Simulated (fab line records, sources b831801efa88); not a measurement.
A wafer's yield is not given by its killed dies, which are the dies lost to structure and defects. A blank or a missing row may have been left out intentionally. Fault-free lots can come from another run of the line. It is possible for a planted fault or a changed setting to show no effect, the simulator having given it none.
Which tool did it? | flow sky130 | 17 wafers from 6 lots sampled at 3 of the route's 708 steps

## WHAT THE GAUGES SHOWED, per wafer
SKY_LI_CONTACT_THK_MEAS_01.
lot  | measured     | on            | LI_CONTACT_HDPCVD_THK (nm)
L861 | day 27 23:32 | film-metro-01 | 926 918 924
L863 | day 28 14:04 | film-metro-02 | 928 935 929
L865 | day 29 17:44 | film-metro-04 | 943 929 933
L870 | day 31 14:09 | film-metro-04 | 1672 920
L880 | day 34 20:05 | film-metro-04 | 918 921 912
L883 | day 35 07:02 | film-metro-04 | 922 934 923

## TOOL THAT RAN EACH LOT (tool first, then ch and the chambers of the sampled wafers, then the start)
lot  | SKY_SD_P_STRIP_10                    | SKY_LI_CONTACT_HDPCVD_00
L861 | plasma-asher-04 ch 0,1, day 25 11:43 | hdpcvd-02 ch 0,2, day 27 23:26
L863 | plasma-asher-02 ch 0,1, day 26 03:13 | hdpcvd-02 ch 0,1,2, day 28 13:59
L865 | plasma-asher-04 ch 0,1, day 27 06:44 | hdpcvd-01 ch 1,2, day 29 17:38
L870 | plasma-asher-01 ch 0,1, day 29 05:23 | hdpcvd-02 ch 0, day 31 14:02
L880 | plasma-asher-01 ch 0,1, day 32 13:35 | hdpcvd-02 ch 0, day 34 19:56
L883 | plasma-asher-02 ch 0, day 33 01:08   | hdpcvd-02 ch 1,2, day 35 06:55
- SKY_SD_P_STRIP_10: strips in O2/N2.
- SKY_LI_CONTACT_HDPCVD_00: deposits PSG, target thk 930 nm, time 155 s.

## THE ANSWER, worked out from the rows above alone
Rule: the usual values come from the lots themselves. The widest of any qualifying gaps counts: lots, ordered by their means at a reading, are off when they make up no more than a third of the lots, leave a main group of 4 or more, and stand apart from it by 3 or more times the standard deviation of that group's means. Not used: any main group whose means are identical at the precision the tables above print for the reading. Also off: a lot with no number at a reading for which 4 or more lots have one. Where the step has rows for the other lots, those lots are counted as sound.
Off: L870, at SKY_LI_CONTACT_THK_MEAS_01 (LI_CONTACT_HDPCVD_THK). The main group has a mean of 926 nm with a standard deviation of 6.2.
If a tool, at a process step before that reading, ran all the lots that are off and no sound lot after the first of them, it fits. The gauges at SKY_LI_CONTACT_THK_MEAS_01 are tried like those tools. Not one of the candidates tried fits.

## WHAT WAS PUT IN BY THE SIMULATOR
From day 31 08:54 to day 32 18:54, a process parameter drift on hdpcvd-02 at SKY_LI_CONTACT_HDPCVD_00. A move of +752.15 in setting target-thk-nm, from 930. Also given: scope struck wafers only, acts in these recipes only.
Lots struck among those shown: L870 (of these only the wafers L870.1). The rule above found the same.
